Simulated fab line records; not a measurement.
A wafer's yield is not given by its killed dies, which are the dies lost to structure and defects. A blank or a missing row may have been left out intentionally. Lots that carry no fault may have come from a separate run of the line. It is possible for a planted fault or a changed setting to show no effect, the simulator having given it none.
Which tool did it? ; flow sky130 ; Sampling: 12 lots, 36 wafers, 2 of 708 route steps

== WHAT EACH GAUGE READ, for each wafer ==
SKY_VIA3_BOW_MEAS_03. Usual: VIA3_BOW gives 80 um (standard deviation 8.9).
lot;measured;on;VIA3_BOW (um);flag
L813;day 38 12:34;film_metro-01;75 79 69;
L814;day 38 16:14;film_metro-02;88 78 88;
L815;day 39 01:08;film_metro-03;82 64 64;
L817;day 39 17:04;film_metro-01;86 98 83;
L818;day 40 04:04;film_metro-01;79 77 86;
L819;day 40 06:45;film_metro-03;87 75 78;
L820;day 40 17:59;film_metro-01;96 91 96;
L822;day 41 11:50;film_metro-02;58 68 80;
L827;day 42 17:16;film_metro-02;74 75 88;
L828;day 43 04:43;film_metro-03;94 74 89;
L830;day 43 15:16;film_metro-02;82 86 100;
L832;day 44 13:25;film_metro-02;88 88 78;

SKY_VIA3_RS_MEAS_22: measures by four-point-probe. Usual: VIA3_W_RS gives 0.2948 ohm/sq (standard deviation 0.0029).
lot;measured;on;VIA3_W_RS (ohm/sq);flag
L813;day 39 14:58;film_metro-01;0.2970 0.2973 0.2953;
L814;day 39 18:23;film_metro-03;0.2953 0.2970 0.2987;
L815;day 40 02:52;film_metro-01;0.2974 0.2998 0.2960;
L817;day 40 18:07;film_metro-02;0.3012 0.2988 0.2999;
L818;day 41 04:55;film_metro-02;0.2971 0.2930 0.2936;
L819;day 41 08:21;film_metro-03;0.2932 0.2913 0.2927;
L820;day 41 19:07;film_metro-01;0.2929 0.2950 0.2935;
L822;day 42 12:30;film_metro-02;0.2945 0.2968 0.2939;
L827;day 43 16:44;film_metro-03;0.2970 0.2974 0.2921;
L828;day 44 03:33;film_metro-02;0.2923 0.2960 0.2920;
L830;day 44 14:30;film_metro-01;0.2958 0.2897 0.2928;
L832;day 45 12:23;film_metro-03;0.2912 0.2889 0.2948;

== TOOL THAT RAN EACH LOT (tool first, then ch and the chambers of the sampled wafers, then the start) ==
The record shows no process step preceding these readings.

== WHAT THE TOOLS THEMSELVES READ (means of the sampled wafers that have a number; where no wafer has one, the mark that the record gives instead) ==
The record holds no such reading with a usual standard deviation.

== THE ANSWER, worked out from the rows above alone ==
Rule: lot off if the mean of its wafers having a number is beyond 3 standard deviations from the usual mean. Also off: a lot with no number at a reading for which 4 or more lots have one. All remaining lots with rows at the step are treated as sound. First the gauges in route order, then the tools' own readings, where a lot's mean is used as printed above. At the first step where some lot is off, the reading lying furthest off is the one used; lots without a number count as furthest.
Nothing can be told from this: no lot is off at any reading shown.

== WHAT WAS PUT IN BY THE SIMULATOR ==
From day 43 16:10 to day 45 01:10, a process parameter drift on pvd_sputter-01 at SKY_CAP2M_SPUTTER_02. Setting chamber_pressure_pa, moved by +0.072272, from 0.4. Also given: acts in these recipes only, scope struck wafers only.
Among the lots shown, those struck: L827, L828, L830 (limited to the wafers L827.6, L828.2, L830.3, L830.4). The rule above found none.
